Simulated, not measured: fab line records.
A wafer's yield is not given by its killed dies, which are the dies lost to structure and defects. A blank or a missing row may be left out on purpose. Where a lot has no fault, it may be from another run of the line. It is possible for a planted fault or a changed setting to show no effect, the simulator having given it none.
fab line records | flow sky130
[record] lots = 14 | wafers = 40 | last_day = 50
route steps=708 shown VT_ADJUST_HVTP@95 VT_ADJUST_LVTN@117 VT_ADJUST_NCORE@130 VT_ADJUST_HVTR@137
lots that met no fault: from a run of the same line without faults
start_h: hours from the record's opening day to when the first of the lot's shown wafers began | wait_h: hours since the lot's step before | " the same as in the row above | L1.1+2: a row that stands for several wafers | - either no value or no given start | * or withheld: withheld | < > ~ a bound
route shown NAME@n: NAME is a module with steps in the file, n the number in the route of the first one | usual: mean/standard deviation taken from wafers without a fault | same: alike in all rows | chamber/n: place in a boat | sites: per-site readings | _std_site: standard deviation across them | _edge_site: mean of outer sites minus mean of inner sites | radius_mm: for every site, how far away it sits from the centre of the wafer | mask NAME#n: copy n | behind: the tool/chamber that last shaped the wafer | hold: cause of the lot's hold/its duration in hours/its outcome | device: which transistor (n, p or np) failed to switch | end of line: tests of these same wafers at the route's end | a step given without rows: its recipe and nothing more | killed: at the first sort, the dies lost to defects and structure; wafer yield is something else | map: dies across one wafer; x = killed, . = not, _ = none there
set.NAME: the setting that was run; set.NAME@STEP: the one run at that earlier step | model.NAME: the simulator's own value behind a step, which no gauge read
one table for each step of the route and one row for each wafer, over a sample of lots
services: a tool's chamber out of use, with start hour (start_h, from the record's first day; less than 0 if before it), hours out, and reason
[[steps]]
[step SKY_VT_ADJUST_HVTP_STRIP_10]
[recipe] chemistry = O2/N2 | power_w = 1400 | pressure_mtorr = 1500 | platen_temp_c = withheld | o2_flow_sccm = 3000 | n2_flow_sccm = 300 | overash_fraction = 0.5
[usual] drypump_motor_current_A = 6.0/0.45 | oes_product_au = 0.716/0.005 | strip_time_to_endpoint_s = 14.19/0.04
[same] overash_fraction = 0.5
lot.wafer | tool            | chamber | start_h | wait_h | drypump_motor_current_A | oes_product_au | rf_hours_counter_h | strip_time_to_endpoint_s
L351.2    | plasma_asher-02 | 1       | 139.24  | 0.1    | 6.5                     | 0.719          | 42                 | 14.16
L351.4    | "               | 1       | "       | "      | 6.5                     | 0.715          | -                  | 14.18
L351.5    | "               | 0       | "       | "      | 6.1                     | 0.712          | -                  | 14.19
L355.1    | plasma_asher-02 | 1       | 154.24  | 0.1    | 6.5                     | 0.712          | 44                 | 14.23
L355.3    | "               | 0       | "       | "      | 6.1                     | 0.711          | -                  | 14.20
L355.5    | "               | 0       | "       | "      | 6.1                     | 0.723          | -                  | 14.17
L357.1    | plasma_asher-04 | 1       | 169.14  | 0.1    | 6.3                     | 0.718          | 36                 | 14.20
L357.3    | "               | 0       | "       | "      | 5.1                     | 0.713          | -                  | 14.22
L357.5    | "               | 1       | "       | "      | 6.4                     | 0.717          | -                  | 14.23
L359.1    | plasma_asher-02 | 0       | 175.99  | 0.1    | 6.0                     | 0.716          | 46                 | 14.20
L359.2    | "               | 1       | "       | "      | 6.5                     | 0.714          | 46                 | 14.17
L359.3    | "               | 0       | "       | "      | 6.0                     | 0.718          | -                  | 14.17
L358.1    | plasma_asher-02 | 0       | 177.70  | 0.1    | 6.1                     | 0.717          | 46                 | 14.20
L358.2    | "               | 1       | "       | "      | 6.5                     | 0.708          | 46                 | 14.18
L358.5    | "               | 1       | "       | "      | 6.5                     | 0.712          | -                  | 14.22
L364.2    | plasma_asher-02 | 1       | 219.94  | 0.1    | 6.5                     | 0.722          | 50                 | 14.25
L364.4    | "               | 1       | "       | "      | 6.5                     | 0.714          | -                  | 14.20
L366.1    | plasma_asher-02 | 0       | 225.34  | 0.1    | 6.0                     | 0.709          | 51                 | 14.25
L366.4    | "               | 0       | "       | "      | 6.1                     | 0.712          | -                  | 14.25
L366.6    | "               | 0       | "       | "      | 6.0                     | 0.710          | -                  | 14.22
L367.3    | plasma_asher-01 | 1       | 232.19  | 0.1    | 6.1                     | 0.722          | -                  | 14.23
L367.5    | "               | 1       | "       | "      | 6.1                     | 0.708          | -                  | 14.20
L367.6    | "               | 0       | "       | "      | 5.4                     | 0.715          | -                  | 14.19
L368.1    | plasma_asher-04 | 1       | 246.10  | 0.1    | 6.4                     | 0.715          | 44                 | 14.15
L368.3    | "               | 0       | "       | "      | 5.1                     | 0.712          | -                  | 14.15
L368.5    | "               | 0       | "       | "      | 5.1                     | 0.716          | -                  | 14.12
L369.2    | plasma_asher-04 | 1       | 254.14  | 0.1    | 6.4                     | 0.721          | 45                 | 14.14
L369.3    | "               | 1       | "       | "      | 6.4                     | 0.698          | -                  | 14.17
L369.5    | "               | 0       | "       | "      | 5.1                     | 0.711          | -                  | 14.16
L370.2    | plasma_asher-01 | 1       | 255.34  | 0.1    | 6.1                     | 0.722          | 56                 | 14.21
L370.4    | "               | 0       | "       | "      | 5.4                     | 0.718          | -                  | 14.23
L370.6    | "               | 1       | "       | "      | 6.1                     | 0.714          | -                  | 14.18
L371.1    | plasma_asher-04 | 1       | 260.09  | 0.1    | 6.3                     | 0.719          | 46                 | 14.21
L371.2    | "               | 0       | "       | "      | 5.2                     | 0.714          | 46                 | 14.17
L371.4    | "               | 1       | "       | "      | 6.3                     | 0.723          | -                  | 14.21
L372.1    | plasma_asher-01 | 0       | 268.35  | 0.1    | 5.4                     | 0.716          | 57                 | 14.13
L372.2    | "               | 1       | "       | "      | 6.1                     | 0.719          | 57                 | 14.18
L372.4    | "               | 0       | "       | "      | 5.4                     | 0.713          | -                  | 14.13
L373.3    | plasma_asher-01 | 1       | 271.97  | 0.1    | 6.1                     | 0.718          | -                  | 14.20
L373.5    | "               | 1       | "       | "      | 6.1                     | 0.713          | -                  | 14.18
[step SKY_VT_ADJUST_LVTN_STRIP_20]
[recipe] chemistry = O2/N2 | power_w = 1400 | pressure_mtorr = 1500 | platen_temp_c = withheld | o2_flow_sccm = 3000 | n2_flow_sccm = 300 | overash_fraction = 0.5
[usual] drypump_motor_current_A = 5.7/0.46 | oes_product_au = 0.716/0.0049 | strip_time_to_endpoint_s = 14.19/0.039
[same] overash_fraction = 0.5
lot.wafer | tool            | chamber | start_h | wait_h | drypump_motor_current_A | oes_product_au | rf_hours_counter_h | strip_time_to_endpoint_s
L351.2    | plasma_asher-02 | 0       | 179.90  | 0.1    | 6.0                     | 0.718          | 46                 | 14.20
L351.4    | "               | 1       | "       | "      | 6.5                     | 0.715          | -                  | 14.14
L351.5    | "               | 0       | "       | "      | 6.0                     | 0.710          | -                  | 14.17
L355.1    | plasma_asher-03 | 1       | 197.67  | 0.1    | 5.5                     | 0.707          | 8                  | 14.19
L355.3    | "               | 1       | "       | "      | 5.5                     | 0.719          | -                  | 14.18
L355.5    | "               | 0       | "       | "      | 5.3                     | 0.716          | -                  | 14.15
L357.1    | plasma_asher-03 | 0       | 213.07  | 0.1    | 5.3                     | 0.717          | 9                  | 14.22
L357.3    | "               | 0       | "       | "      | 5.3                     | 0.718          | -                  | 14.20
L357.5    | "               | 1       | "       | "      | 5.5                     | 0.716          | -                  | 14.21
L359.1    | plasma_asher-03 | 1       | 222.10  | 0.1    | 5.6                     | 0.718          | 10                 | 14.20
L359.2    | "               | 0       | "       | "      | 5.3                     | 0.724          | 10                 | 14.21
L359.3    | "               | 1       | "       | "      | 5.5                     | 0.720          | -                  | 14.23
L358.1    | plasma_asher-03 | 0       | 222.75  | 0.1    | 5.3                     | 0.718          | 10                 | 14.19
L358.2    | "               | 1       | "       | "      | 5.5                     | 0.719          | 10                 | 14.19
L358.5    | "               | 1       | "       | "      | 5.5                     | 0.714          | -                  | 14.21
L364.2    | plasma_asher-02 | 0       | 269.27  | 0.1    | 6.0                     | 0.710          | 55                 | 14.18
L364.4    | "               | 1       | "       | "      | 6.5                     | 0.718          | -                  | 14.22
L366.1    | plasma_asher-03 | 1       | 274.63  | 0.1    | 5.5                     | 0.718          | 15                 | 14.29
L366.4    | "               | 1       | "       | "      | 5.5                     | 0.723          | -                  | 14.25
L366.6    | "               | 1       | "       | "      | 5.5                     | 0.723          | -                  | 14.29
L367.3    | plasma_asher-02 | 0       | 282.62  | 0.1    | 6.1                     | 0.720          | -                  | 14.15
L367.5    | "               | 0       | "       | "      | 6.0                     | 0.714          | -                  | 14.16
L367.6    | "               | 1       | "       | "      | 6.5                     | 0.714          | -                  | 14.15
L368.1    | plasma_asher-04 | 1       | 297.98  | 0.1    | 6.4                     | 0.715          | 50                 | 14.22
L368.3    | "               | 1       | "       | "      | 6.3                     | 0.714          | -                  | 14.19
L368.5    | "               | 1       | "       | "      | 6.3                     | 0.721          | -                  | 14.19
L369.2    | plasma_asher-04 | 1       | 307.02  | 0.1    | 6.3                     | 0.719          | 51                 | 14.21
L369.3    | "               | 0       | "       | "      | 5.1                     | 0.721          | -                  | 14.21
L369.5    | "               | 1       | "       | "      | 6.3                     | 0.705          | -                  | 14.19
L370.2    | plasma_asher-03 | 1       | 308.58  | 0.1    | 5.5                     | 0.716          | 18                 | 14.17
L370.4    | "               | 1       | "       | "      | 5.5                     | 0.711          | -                  | 14.21
L370.6    | "               | 1       | "       | "      | 5.5                     | 0.708          | -                  | 14.20
L371.1    | plasma_asher-04 | 1       | 312.30  | 0.1    | 6.3                     | 0.725          | 51                 | 14.22
L371.2    | "               | 0       | "       | "      | 5.1                     | 0.717          | 51                 | 14.20
L371.4    | "               | 0       | "       | "      | 5.1                     | 0.719          | -                  | 14.18
L372.1    | plasma_asher-03 | 1       | 320.40  | 0.1    | 5.5                     | 0.717          | 19                 | 14.19
L372.2    | "               | 0       | "       | "      | 5.3                     | 0.716          | 19                 | 14.20
L372.4    | "               | 1       | "       | "      | 5.5                     | 0.716          | -                  | 14.17
L373.3    | plasma_asher-03 | 0       | 323.57  | 0.1    | 5.3                     | 0.720          | -                  | 14.23
L373.5    | "               | 1       | "       | "      | 5.5                     | 0.720          | -                  | 14.21
[step SKY_VT_ADJUST_NCORE_TW_MEAS_11]
[usual] VT_ADJUST_NCORE_TW = 220.7/2.3
lot.wafer | tool          | chamber | start_h | wait_h | VT_ADJUST_NCORE_TW
L351.2    | film_metro-04 | -       | 202.83  | 0.1    | 222.0
L351.4    | "             | -       | "       | "      | 221.0
L351.5    | "             | -       | "       | "      | 222.0
L355.1    | film_metro-04 | -       | 220.99  | 0.1    | 223.1
L355.3    | "             | -       | "       | "      | 222.6
L355.5    | "             | -       | "       | "      | 222.4
L357.1    | film_metro-02 | -       | 236.69  | 0.1    | 220.8
L357.3    | "             | -       | "       | "      | 221.4
L357.5    | "             | -       | "       | "      | 221.2
L359.1    | film_metro-02 | -       | 246.59  | 0.1    | 220.8
L359.2    | "             | -       | "       | "      | 220.1
L359.3    | "             | -       | "       | "      | 222.1
L358.1    | film_metro-04 | -       | 247.49  | 0.1    | 221.0
L358.2    | "             | -       | "       | "      | 220.8
L358.5    | "             | -       | "       | "      | 222.0
L364.2    | film_metro-04 | -       | 295.55  | 0.1    | 222.1
L364.4    | "             | -       | "       | "      | 222.2
L366.1    | film_metro-04 | -       | 301.74  | 0.1    | 221.5
L366.4    | "             | -       | "       | "      | 223.5
L366.6    | "             | -       | "       | "      | 222.0
L367.3    | film_metro-04 | -       | 309.66  | 0.1    | 223.0
L367.5    | "             | -       | "       | "      | 223.3
L367.6    | "             | -       | "       | "      | 221.1
L368.1    | film_metro-02 | -       | 323.12  | 0.1    | 221.3
L368.3    | "             | -       | "       | "      | 221.8
L368.5    | "             | -       | "       | "      | 220.9
L369.2    | film_metro-02 | -       | 333.95  | 0.1    | 221.0
L369.3    | "             | -       | "       | "      | 221.9
L369.5    | "             | -       | "       | "      | 220.8
L370.2    | film_metro-01 | -       | 335.15  | 0.1    | 215.8
L370.4    | "             | -       | "       | "      | 215.6
L370.6    | "             | -       | "       | "      | 214.0
L371.1    | film_metro-01 | -       | 338.67  | 0.1    | 216.6
L371.2    | "             | -       | "       | "      | 216.1
L371.4    | "             | -       | "       | "      | 216.3
L372.1    | film_metro-04 | -       | 347.62  | 0.1    | 223.0
L372.2    | "             | -       | "       | "      | 220.6
L372.4    | "             | -       | "       | "      | 222.9
L373.3    | film_metro-01 | -       | 351.29  | 0.1    | 216.7
L373.5    | "             | -       | "       | "      | 217.1
[step SKY_VT_ADJUST_HVTR_DEVELOP_06]
[recipe] develop_time_s = 60 | dev_temp_c = 23
[usual] chill_plate_temp_C = 23.00/0.12 | develop_time_s = 60/0
lot.wafer | tool           | chamber | start_h | wait_h | chill_plate_temp_C | develop_time_s
L351.2    | litho_track-03 | 0       | 225.64  | 0.1    | 23.05              | 60
L351.4    | "              | 0       | "       | "      | 22.94              | 60
L351.5    | "              | 0       | "       | "      | 23.00              | 60
L355.1    | litho_track-04 | 0       | 244.28  | 0.1    | 22.95              | 60
L355.3    | "              | 0       | "       | "      | 23.17              | 60
L355.5    | "              | 0       | "       | "      | 23.08              | 60
L357.1    | litho_track-04 | 0       | 260.88  | 0.1    | 23.14              | 60
L357.3    | "              | 0       | "       | "      | 23.25              | 60
L357.5    | "              | 0       | "       | "      | 23.17              | 60
L359.1    | litho_track-02 | -       | 272.25  | 0.1    | -                  | -
L359.2    | "              | -       | "       | "      | -                  | -
L359.3    | "              | -       | "       | "      | -                  | -
L358.1    | litho_track-04 | -       | 272.73  | 0.1    | -                  | -
L358.2    | "              | -       | "       | "      | -                  | -
L358.5    | "              | -       | "       | "      | -                  | -
L364.2    | litho_track-02 | 0       | 320.82  | 0.1    | 23.11              | 60
L364.4    | "              | 0       | "       | "      | 23.11              | 60
L366.1    | litho_track-04 | 0       | 327.93  | 0.1    | 22.82              | 60
L366.4    | "              | 0       | "       | "      | 22.90              | 60
L366.6    | "              | 0       | "       | "      | 23.04              | 60
L367.3    | litho_track-03 | 0       | 335.36  | 0.1    | 22.94              | 60
L367.5    | "              | 0       | "       | "      | 22.84              | 60
L367.6    | "              | 0       | "       | "      | 22.93              | 60
L368.1    | litho_track-03 | 0       | 350.41  | 0.1    | 23.09              | 60
L368.3    | "              | 0       | "       | "      | 23.16              | 60
L368.5    | "              | 0       | "       | "      | 23.16              | 60
L369.2    | litho_track-03 | 0       | 361.74  | 0.1    | 23.20              | 60
L369.3    | "              | 0       | "       | "      | 23.19              | 60
L369.5    | "              | 0       | "       | "      | 23.23              | 60
L370.2    | litho_track-03 | 0       | 362.99  | 0.1    | 23.01              | 60
L370.4    | "              | 0       | "       | "      | 22.98              | 60
L370.6    | "              | 0       | "       | "      | 22.99              | 60
L371.1    | litho_track-04 | 0       | 366.43  | 0.1    | 23.12              | 60
L371.2    | "              | 0       | "       | "      | 23.13              | 60
L371.4    | "              | 0       | "       | "      | 22.83              | 60
L372.1    | litho_track-03 | 0       | 375.71  | 0.1    | 23.03              | 60
L372.2    | "              | 0       | "       | "      | 22.96              | 60
L372.4    | "              | 0       | "       | "      | 23.03              | 60
L373.3    | litho_track-03 | 0       | 379.61  | 0.1    | 23.06              | 60
L373.5    | "              | 0       | "       | "      | 23.09              | 60
[[services]]
tool            | chamber | start_h | hours | kind
plasma_asher-03 | 0       | 117.75  | -     | clean
plasma_asher-03 | 1       | 117.75  | -     | clean
plasma_asher-01 | -       | 177.35  | 10.0  | pm
plasma_asher-02 | -       | 197.57  | 2.1   | repair
plasma_asher-03 | -       | 202.30  | 2.8   | pm
plasma_asher-03 | -       | 205.62  | 3.6   | repair
plasma_asher-02 | -       | 282.99  | 2.3   | repair
plasma_asher-03 | -       | 314.85  | 0.7   | repair
plasma_asher-02 | -       | 337.53  | 2.8   | pm
plasma_asher-02 | -       | 377.05  | 8.5   | repair
[[key]]
[first_sign] step = SKY_VT_ADJUST_HVTR_DEVELOP_06 | reading = tool_record | direction = missing
effect none on later readings
met_at SKY_VT_ADJUST_HVTR_DEVELOP_06
struck_lots L358,L359
sort_left_out L358.1,L358.2,L358.5,L359.1,L359.2,L359.3
tester_left_out L358,L359
not_acting_at SKY_VT_ADJUST_HVTP_STRIP_10,SKY_VT_ADJUST_LVTN_STRIP_20,SKY_VT_ADJUST_NCORE_TW_MEAS_11
onset_between 260.88 272.25
[fault] kind = skipped_step_whole | tool = litho_track-02,litho_track-04 | chamber = - | onset_h = 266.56 | steps = SKY_VT_ADJUST_HVTR_DEVELOP_06 | scope = struck_lots_only
// tester_left_out: of these lots the tester's yield and bins aren't shown, on N5 and GAA mostly nor the transistor test; their killed dies are dies lost to structure and defects alone, not to doping, threshold or leakage, so they don't give the yield
// sort_left_out: the simulated sort isn't trusted on such a fault, so these wafers' sort isn't shown, and their yield isn't known
